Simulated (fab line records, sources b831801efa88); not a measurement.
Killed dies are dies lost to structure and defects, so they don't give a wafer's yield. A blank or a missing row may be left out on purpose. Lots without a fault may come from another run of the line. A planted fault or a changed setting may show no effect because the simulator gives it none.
Chamber matching | flow gf180mcu | GF_V2_CMP_26 on cmp-01: 4 sister chambers
The step polishes, stops on SiO2, t overpolish 15 s, target thk 0 nm. 16 wafers are shown with their chamber, then 8 later ones without.

WAFERS WITH THEIR CHAMBER
wafer  | chamber | motor_current_A (A) | time_to_endpoint_s (s) | overpolish_run_s (s)
L658.1 | 3       | 9.5                 | 84                     | 14.999
L658.3 | 0       | 13.0                | 82                     | 14.992
L658.4 | 2       | 10.1                | 84                     | 15.000
L659.2 | 3       | 9.4                 | 86                     | 15.001
L659.3 | 0       | 13.0                | 88                     | 14.998
L659.6 | 0       | 13.1                | 84                     | 15.003
L660.2 | 1       | 10.3                | 88                     | 15.010
L660.3 | 3       | 9.3                 | 79                     | 14.996
L660.5 | 3       | 9.0                 | 78                     | 15.000
L666.1 | 2       | 10.7                | 89                     | 14.999
L666.3 | 1       | 10.2                | 99                     | 15.005
L666.6 | 3       | 9.3                 | 84                     | 15.019
L667.1 | 1       | 10.5                | 94                     | 14.986
L667.2 | 0       | 13.4                | 90                     | 15.007
L667.5 | 2       | 10.0                | 87                     | 15.002
L678.2 | 0       | 12.9                | 84                     | 14.998

SIGNATURES (means of the wafers above)
reading            | chamber 0 | chamber 1 | chamber 2 | chamber 3 | scatter within a chamber
motor_current_A    | 13.080    | 10.333    | 10.267    | 9.300     | 0.228
time_to_endpoint_s | 85.60     | 93.67     | 86.67     | 82.20     | 3.71
overpolish_run_s   | 14.99960  | 15.00033  | 15.00033  | 15.00300  | 0.00811
Rule: a wafer's distance from a chamber is the root of the sum, over the readings, of the square of ((its reading less the chamber's mean) divided by the reading's scatter). The wafer belongs to the nearest chamber; if the next one is less than 2 further off, it can't be placed. The scatter: the root of (the sum of the squares of (reading less its chamber's mean) over the shown wafers, divided by (wafers less chambers)).

WAFERS WITHOUT THEIR CHAMBER
wafer  | motor_current_A (A) | time_to_endpoint_s (s) | overpolish_run_s (s)
L678.5 | 10.5                | 87                     | 15.013
L678.6 | 9.7                 | 96                     | 15.011
L679.1 | 13.2                | 83                     | 15.004
L679.2 | 10.1                | 92                     | 15.001
L679.3 | 10.1                | 87                     | 14.998
L680.2 | 9.1                 | 82                     | 14.987
L680.5 | 9.7                 | 96                     | 15.002
L680.6 | 10.2                | 84                     | 14.985

WHICH CHAMBER EACH WENT THROUGH
wafer  | from the rows above          | in truth
L678.5 | can't be placed: 2 or 1      | 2
L678.6 | can't be placed: 1 or 2 or 3 | 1
L679.1 | 0                            | 0
L679.2 | can't be placed: 1 or 2      | 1
L679.3 | can't be placed: 2 or 1      | 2
L680.2 | 3                            | 3
L680.5 | can't be placed: 1 or 2 or 3 | 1
L680.6 | can't be placed: 2 or 1      | 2
Placed correctly: 2 of 8. Can't be placed from these rows: 6 (the true chamber is among the candidates in 6). Placed wrongly: 0.
